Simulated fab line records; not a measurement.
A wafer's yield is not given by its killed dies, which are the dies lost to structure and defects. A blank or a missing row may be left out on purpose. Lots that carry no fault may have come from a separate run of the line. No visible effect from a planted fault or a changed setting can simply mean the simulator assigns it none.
Split-lot experiment + flow sky130 + on a route of 708 steps: 5 lots, 23 wafers read

ABOUT THE SPLIT
At SKY_VIA3_COAT_07 (resist thk 450 nm), the setting resist thk nm was moved away from the recipe's 450 nm on 9 of the 23 wafers read, by -3.9% to +5.6%. The other wafers ran this setting at the recipe's value.

FROM THE SPLIT TO THE READING: what the file shows between them, 3 steps
- SKY_VIA3_SOFTBAKE_08: time 90 s
- SKY_VIA3_EXPOSE_09: exposes mask VIM3, target cd 200 nm
- SKY_VIA3_ETCH_14: etches BARC in N2/H2, stops on SiO2, time 45.9 s, target depth 60 nm

THE READING
KrF-thick_of_VIA3_COAT_07.thk nm (the simulator's own value, which no gauge read), in nm, at SKY_VIA3_ETCH_15 (etches SiO2 in C4F8/O2/Ar, stops on TiN, target depth 507 nm, time 78 s). The file does not state a usual value for it. The 14 wafers here that ran the recipe average 292.1 nm, standard deviation 3.5 nm.

| wafer  | tool, chamber at the split | resist thk nm as run, nm | against the recipe | KrF-thick_of_VIA3_COAT_07.thk nm, nm | against lot-mates on the recipe |
|--------|----------------------------|--------------------------|--------------------|--------------------------------------|---------------------------------|
| L077.1 | litho track-04, 0          | 450                      | recipe             | 291                                  | -                               |
| L077.4 | litho track-04, 0          | 450                      | recipe             | 289.2                                | -                               |
| L077.5 | litho track-04, 0          | 450                      | recipe             | 290                                  | -                               |
| L079.1 | litho track-04, 0          | 450                      | recipe             | 285.8                                | -                               |
| L079.2 | litho track-04, 0          | 450                      | recipe             | 292.3                                | -                               |
| L079.4 | litho track-04, 0          | 432.5                    | -3.9%              | 275.4                                | -15.6                           |
| L079.5 | litho track-04, 0          | 450                      | recipe             | 294.9                                | -                               |
| L079.6 | litho track-04, 0          | 432.5                    | -3.9%              | 268.4                                | -22.6                           |
| L082.1 | litho track-04, 0          | 450                      | recipe             | 295                                  | -                               |
| L082.2 | litho track-04, 0          | 466.3                    | +3.6%              | 303.6                                | +9.9                            |
| L082.4 | litho track-04, 0          | 466.3                    | +3.6%              | 304.2                                | +10.5                           |
| L082.5 | litho track-04, 0          | 450                      | recipe             | 297.3                                | -                               |
| L082.6 | litho track-04, 0          | 450                      | recipe             | 288.9                                | -                               |
| L083.1 | litho track-03, 0          | 475.1                    | +5.6%              | 314.1                                | +21.4                           |
| L083.2 | litho track-03, 0          | 450                      | recipe             | 291.9                                | -                               |
| L083.3 | litho track-03, 0          | 450                      | recipe             | 298.3                                | -                               |
| L083.4 | litho track-03, 0          | 475.1                    | +5.6%              | 323.4                                | +30.7                           |
| L083.6 | litho track-03, 0          | 450                      | recipe             | 287.8                                | -                               |
| L085.1 | litho track-04, 0          | 443.1                    | -1.5%              | 290.8                                | -2.7                            |
| L085.2 | litho track-04, 0          | 450                      | recipe             | 294.3                                | -                               |
| L085.4 | litho track-04, 0          | 443.1                    | -1.5%              | 285.5                                | -8.0                            |
| L085.5 | litho track-04, 0          | 450                      | recipe             | 292.6                                | -                               |
| L085.6 | litho track-04, 0          | 443.1                    | -1.5%              | 292.9                                | -0.6                            |

FIT RESULTS
A straight line over all 23 wafers: KrF-thick_of_VIA3_COAT_07.thk nm changes by +4.37 nm for each +1% of resist thk nm; r = +0.93; the points scatter about the line by 4.3 nm.
The same after taking each lot's own level away (the mean of its wafers on the recipe; 23 wafers): +4.22 nm for each +1%; r = +0.93; scatter 4 nm.
Per that fit: largest resist thk nm move, reading shift of 24 nm.
Across the lots, their own levels run from 290.07 to 293.73 nm, a range of 1.1 times the standard deviation given above.
Consequently the slope shifts little with the lot-to-lot level, the two slopes agreeing.
Check: +24.2 nm against its lot-mates is what the line predicts for one of the wafers moved furthest among these (+5.6%) when that wafer is left out of the fit. Against them it came out at +21.4 nm.

OTHER SPLITS ON THESE WAFERS
Before the reading, these wafers also passed through other splits. Each is held against what the fit with the lots' levels taken away leaves over:
| other split on the same wafers     | wafers away from the commonest value | r with KrF-thick_of_VIA3_COAT_07.thk nm (lot level and that fit taken away) |
|------------------------------------|--------------------------------------|-----------------------------------------------------------------------------|
| SKY_VIA2_ETCH_14 bias w            | 8                                    | -0.20                                                                       |
| SKY_CAPM_SPUTTER_02 time s         | 4                                    | -0.19                                                                       |
| SKY_METAL3_COAT_08 spin rpm        | 7                                    | +0.09                                                                       |
| SKY_VIA3_CMP_02 leave above ref nm | 11                                   | -0.21                                                                       |

THE WHOLE CHAIN: every reading that the file lists as answering this split, in the file's order
| step              | what it does                                                            | reading                                                                           | change (the file's fit)              | r (the file's) |
|-------------------|-------------------------------------------------------------------------|-----------------------------------------------------------------------------------|--------------------------------------|----------------|
| SKY_VIA3_COAT_07  | resist thk 450 nm                                                       | KrF-thick_of_VIA3_COAT_07.thk nm (the simulator's own value, which no gauge read) | +4.46 nm for each +1% of the setting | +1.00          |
| SKY_VIA3_ETCH_14  | etches BARC in N2/H2, stops on SiO2, time 45.9 s, target depth 60 nm    | KrF-thick_of_VIA3_COAT_07.thk nm (the simulator's own value, which no gauge read) | +4.41 nm for each +1% of the setting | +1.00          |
| SKY_VIA3_ETCH_15  | etches SiO2 in C4F8/O2/Ar, stops on TiN, target depth 507 nm, time 78 s | KrF-thick_of_VIA3_COAT_07.thk nm (the simulator's own value, which no gauge read) | +4.25 nm for each +1% of the setting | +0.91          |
| SKY_VIA3_STRIP_16 | strips in O2/N2                                                         | strip time to endpoint s                                                          | withheld for each +1% of the setting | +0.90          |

FILE'S OWN FIT
KrF-thick_of_VIA3_COAT_07.thk nm changes by +4.25 nm for each +1% of resist thk nm, r = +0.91.
